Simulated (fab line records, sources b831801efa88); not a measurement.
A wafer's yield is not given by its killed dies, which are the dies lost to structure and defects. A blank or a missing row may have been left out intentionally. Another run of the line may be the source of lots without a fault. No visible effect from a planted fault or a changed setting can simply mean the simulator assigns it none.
A lot that was struck, set against a sound lot ; flow gf180mcu ; 15 out of 602 route steps
Sound: these wafers, L718.1, L718.3, L718.5. Wafers struck: L725.2, L725.3, L725.5. Last of all comes the cause.
Each step with rows lists, per side, the tool, then ch with its chambers, then its first start. Under that, the readings that differ: sound wafers ; struck wafers ; difference of the means ; sigmas: that difference in standard deviations of wafers without a fault.
alike: readings whose means differ by less than 2 such deviations, and words and numbers that are the same on both sides. not compared: withheld readings, readings that some wafer has no value for, bounds like >300 that may hide the same value, and numbers for which the record gives no deviation and whose values overlap.
A row with sigmas, a row that says differs or no value, or rows on one side alone: a step with any of these is where the two part. When numbers do not overlap yet have no deviation, they are printed without sigmas and do not part them. A reading missing from all wafers of one side parts the sides only when that side holds two or more wafers.

first, 1 step without rows for these wafers: GF_V5_CVD_00 (deposits SiO2, target thk 300 nm, time 50 s).
GF_V5_THK_MEAS_01:
  sound on filmMetro-03, day 28 16:46; struck on filmMetro-03, day 30 13:32
  alike: V5_CVD_00_THK
GF_V5_CVD_02: deposits SiO2 from TEOS, target thk 1450 nm, time 163.28 s.
  sound on pecvd-01 ch 0,1, day 28 16:49; struck on pecvd-04 ch 0,1,2, day 30 13:35
  alike: heaterPowerW
GF_V5_THK_MEAS_03:
  sound on filmMetro-02, day 28 16:56; struck on filmMetro-02, day 30 13:42
reading;sound;struck;difference;sigmas
V5_CVD_02_THK (nm);1449 1465 1497;1411 1418 1462;-40;-2
GF_V5_CMP_04: polishes SiO2.
  sound on cmp-01 ch 1,3, day 28 17:02; struck on cmp-02 ch 1,2,3, day 30 13:50
  alike: headPressurePsi, motorCurrentA, retainingRingPressureFrac
GF_V5_BOW_MEAS_05:
  sound on filmMetro-01, day 28 17:17; struck on filmMetro-03, day 30 14:09
  alike: V5_BOW
then, 6 steps without rows for these wafers: GF_V5_DEHYDRATE_06 (time 60 s); GF_V5_HMDS_07 (prime time 60 s); GF_V5_COAT_08; GF_V5_COAT_09 (resist thk 1000 nm); GF_V5_SOFTBAKE_10 (time 60 s); GF_V5_EXPOSE_11 (exposes mask Via5, target cd 260 nm).
GF_V5_PEB_12: peb time 90 s.
  sound on lithoTrack-01 ch 0, day 29 12:21; struck on lithoTrack-03 ch 0, day 31 07:33
reading;sound;struck;difference;sigmas
heaterPowerTotalW (W);85.57 85.74 85.81;87.37 87.26 87.18;+1.56;+19
then, 1 step without rows for these wafers: GF_V5_DEVELOP_13 (develop time 60 s).
GF_PASSIVATION_PROBE_99:
  record: rows for the struck wafers here (prober-01, day 32 22:16), none for the sound ones

## WHERE THEY PART
Last at GF_PASSIVATION_PROBE_99 as far as this record goes, first at GF_V5_THK_MEAS_03.

WHY: what had been put in by the simulator
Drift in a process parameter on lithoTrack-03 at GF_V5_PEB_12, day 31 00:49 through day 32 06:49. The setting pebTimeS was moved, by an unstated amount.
